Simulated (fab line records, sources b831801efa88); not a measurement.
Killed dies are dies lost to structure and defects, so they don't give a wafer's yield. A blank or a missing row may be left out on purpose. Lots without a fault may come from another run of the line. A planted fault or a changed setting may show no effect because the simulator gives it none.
Which tool did it? | flow sky130 | 15 lots, 45 wafers sampled, at 5 steps of a route of 708

WHAT THE GAUGES READ, wafer by wafer
SKY_DNWELL_TW_MEAS_09.
lot  | measured    | on            | DNWELL_TW
L461 | day 3 11:35 | film_metro-03 | 1113 1115 1119
L463 | day 3 20:19 | film_metro-01 | 1110 1114 1111
L464 | day 3 23:40 | film_metro-04 | 1104 1099 1106
L466 | day 4 13:28 | film_metro-04 | 1101 1109 1107
L465 | day 4 13:49 | film_metro-04 | 1107 1100 1102
L467 | day 4 21:40 | film_metro-01 | 1123 1127 1120
L474 | day 6 07:25 | film_metro-03 | 1114 1108 1112
L475 | day 6 14:25 | film_metro-01 | 30 30 30
L476 | day 6 19:07 | film_metro-03 | 30 30 30
L477 | day 7 01:58 | film_metro-04 | 30 30 30
L478 | day 7 05:30 | film_metro-01 | 1109 1107 1108
L479 | day 7 13:53 | film_metro-03 | 1109 1120 1118
L480 | day 7 18:22 | film_metro-03 | 1116 1114 1120
L481 | day 7 22:20 | film_metro-01 | 1107 1110 1108
L483 | day 8 08:54 | film_metro-03 | 1109 1103 1107

SKY_POLY_GATE_THK_MEAS_01.
lot  | measured     | on            | POLY_GATE_CVD_00_THK (nm)
L461 | day 14 10:42 | film_metro-01 | 181.0 181.7 180.0
L463 | day 14 23:22 | film_metro-01 | 181.5 180.5 182.1
L464 | day 15 03:37 | film_metro-04 | 180.2 179.9 179.8
L466 | day 16 01:02 | film_metro-04 | 180.2 180.6 180.6
L465 | day 16 02:50 | film_metro-02 | 180.0 180.9 180.5
L467 | day 16 14:34 | film_metro-02 | 180.9 179.6 178.6
L474 | day 19 00:13 | film_metro-02 | 180.4 181.7 182.2
L475 | day 19 05:36 | film_metro-04 | 179.5 178.3 180.7
L476 | day 19 15:17 | film_metro-01 | 177.4 177.8 178.2
L477 | day 20 00:09 | film_metro-01 | 177.3 177.6 176.0
L478 | day 20 11:10 | film_metro-02 | 180.5 182.4 181.6
L479 | day 20 21:06 | film_metro-01 | 178.9 178.1 175.9
L480 | day 21 08:43 | film_metro-04 | 178.9 177.7 178.2
L481 | day 21 12:32 | film_metro-02 | 179.8 179.1 181.0
L483 | day 21 23:41 | film_metro-01 | 176.8 178.3 177.0

SKY_SD_N_OVL_MEAS_08.
lot  | measured     | on         | SD_N_OVL (nm)
L461 | day 28 06:41 | overlay-02 | 1.2 1.8 2.7
L463 | day 29 02:14 | overlay-02 | -1.8 -1.4 -1.0
L464 | day 29 06:32 | overlay-02 | 4.0 1.1 1.6
L466 | day 29 22:53 | overlay-02 | 1.2 0.8 0.4
L465 | day 30 06:32 | overlay-01 | -3.2 -1.2 -3.1
L467 | day 30 13:56 | overlay-02 | 0.3 -1.1 0.3
L474 | day 32 19:56 | overlay-01 | -1.2 -0.2 -2.7
L475 | day 33 00:50 | overlay-01 | 0.4 1.4 2.7
L476 | day 33 07:32 | overlay-01 | -2.1 -1.4 -0.1
L477 | day 33 16:26 | overlay-02 | 0.6 -1.9 -2.7
L478 | day 34 01:02 | overlay-02 | -0.1 -0.9 -0.1
L479 | day 34 06:35 | overlay-02 | -2.6 -5.3 -2.6
L480 | day 34 20:50 | overlay-01 | -0.8 0.5 1.6
L481 | day 34 23:29 | overlay-01 | 0.2 0.8 0.3
L483 | day 35 07:41 | overlay-01 | 1.7 1.0 1.1

WHICH TOOL RAN EACH LOT (tool, then ch and the chambers of the sampled wafers, then the start)
lot  | SKY_DNWELL_DEVELOP_06            | SKY_VT_ADJUST_HVTR_STRIP_10
L461 | litho_track-02 ch 0, day 3 11:00 | plasma_asher-01 ch 0,1, day 9 20:27
L463 | litho_track-04 ch 0, day 3 19:00 | plasma_asher-02 ch 0,1, day 10 08:35
L464 | litho_track-04 ch 0, day 3 23:00 | plasma_asher-02 ch 0,1, day 10 12:52
L466 | litho_track-02 ch 0, day 4 13:00 | plasma_asher-04 ch 0,1, day 11 07:31
L465 | litho_track-04 ch 0, day 4 13:00 | plasma_asher-01 ch 0,1, day 11 08:40
L467 | litho_track-04 ch 0, day 4 21:00 | plasma_asher-04 ch 0,1, day 11 16:28
L474 | litho_track-02 ch 0, day 6 07:00 | plasma_asher-02 ch 0,1, day 13 16:49
L475 | litho_track-02, day 6 14:00      | plasma_asher-04 ch 1, day 14 00:40
L476 | litho_track-02, day 6 18:00      | plasma_asher-02 ch 0,1, day 14 07:58
L477 | litho_track-02, day 7 01:00      | plasma_asher-04 ch 1, day 14 15:25
L478 | litho_track-01 ch 0, day 7 05:00 | plasma_asher-02 ch 0,1, day 14 23:05
L479 | litho_track-01 ch 0, day 7 13:00 | plasma_asher-04 ch 0,1, day 15 09:08
L480 | litho_track-02 ch 0, day 7 17:00 | plasma_asher-04 ch 1, day 15 15:38
L481 | litho_track-01 ch 0, day 7 21:00 | plasma_asher-04 ch 1, day 15 21:29
L483 | litho_track-01 ch 0, day 8 08:00 | plasma_asher-02 ch 0,1, day 16 11:17
- SKY_DNWELL_DEVELOP_06: develop time 60 s.
- SKY_VT_ADJUST_HVTR_STRIP_10: strips in O2/N2.

WHAT THE TOOLS THEMSELVES READ (means of the sampled wafers that have a number; where no wafer has one, the mark that the record gives instead)
SKY_DNWELL_DEVELOP_06.
lot  | tool           | chill_plate_temp_C (C)
L461 | litho_track-02 | 23.05
L463 | litho_track-04 | 22.76
L464 | litho_track-04 | 22.87
L466 | litho_track-02 | 22.95
L465 | litho_track-04 | 23.09
L467 | litho_track-04 | 22.99
L474 | litho_track-02 | 22.98
L475 | litho_track-02 | -
L476 | litho_track-02 | -
L477 | litho_track-02 | -
L478 | litho_track-01 | 22.91
L479 | litho_track-01 | 22.93
L480 | litho_track-02 | 23.02
L481 | litho_track-01 | 23.06
L483 | litho_track-01 | 22.91

SKY_VT_ADJUST_HVTR_STRIP_10.
lot  | tool            | drypump_motor_current_A (A) | o2_flow_sccm (sccm) | oes_product_au (a.u.) | strip_time_to_endpoint_s (s)
L461 | plasma_asher-01 | 4.9                         | 3003                | 0.713                 | 14.20
L463 | plasma_asher-02 | 6.0                         | 2994                | 0.721                 | 14.20
L464 | plasma_asher-02 | 6.0                         | 2991                | 0.711                 | 14.20
L466 | plasma_asher-04 | 5.5                         | 2993                | 0.715                 | 14.23
L465 | plasma_asher-01 | 4.9                         | 2995                | 0.718                 | 14.19
L467 | plasma_asher-04 | 5.4                         | 3004                | 0.711                 | 14.19
L474 | plasma_asher-02 | 6.2                         | 3002                | 0.710                 | 14.23
L475 | plasma_asher-04 | 4.9                         | 2994                | 0.715                 | 14.15
L476 | plasma_asher-02 | 6.0                         | 3004                | 0.712                 | 14.13
L477 | plasma_asher-04 | 4.9                         | 2989                | 0.712                 | 14.21
L478 | plasma_asher-02 | 6.0                         | 2999                | 0.717                 | 14.23
L479 | plasma_asher-04 | 5.4                         | 2997                | 0.716                 | 14.27
L480 | plasma_asher-04 | 4.9                         | 2999                | 0.716                 | 14.25
L481 | plasma_asher-04 | 4.9                         | 3003                | 0.720                 | 14.17
L483 | plasma_asher-02 | 6.2                         | 2986                | 0.718                 | 14.22

THE ANSWER, worked out from the rows above alone
Rule: what is usual is taken from the lots themselves. Put in order of their means at a reading, lots are off if they are a third of the lots or fewer, leave a main group of 4 or more, and stand apart from it by a gap of 3 or more times the standard deviation of the main group's means; of several such gaps the widest counts. A main group whose means are all the same, to the digits that the tables above print for the reading, isn't used. A lot without any number at a reading at which 4 lots or more have one is off too. The other lots that the step has rows for count as sound. The gauges are gone through in route order, then the tools' own readings, and for those a lot's mean is taken as printed above. The first step at which some lot is off is used, and at that step the reading that is off furthest; a lot without a number counts as furthest.
Off: L475, L476, L477, at SKY_DNWELL_TW_MEAS_09 (DNWELL_TW). The main group: mean 1111, standard deviation 5.9.
A tool fits if, at a process step before that reading, it ran every lot that is off, and no sound lot after the first of them. The gauges at SKY_DNWELL_TW_MEAS_09 aren't tried: what is off there is off at SKY_DNWELL_DEVELOP_06 too, on other tools, and a gauge's error can't cause that. None of those tried fits.

WHAT THE SIMULATOR HAD PUT IN
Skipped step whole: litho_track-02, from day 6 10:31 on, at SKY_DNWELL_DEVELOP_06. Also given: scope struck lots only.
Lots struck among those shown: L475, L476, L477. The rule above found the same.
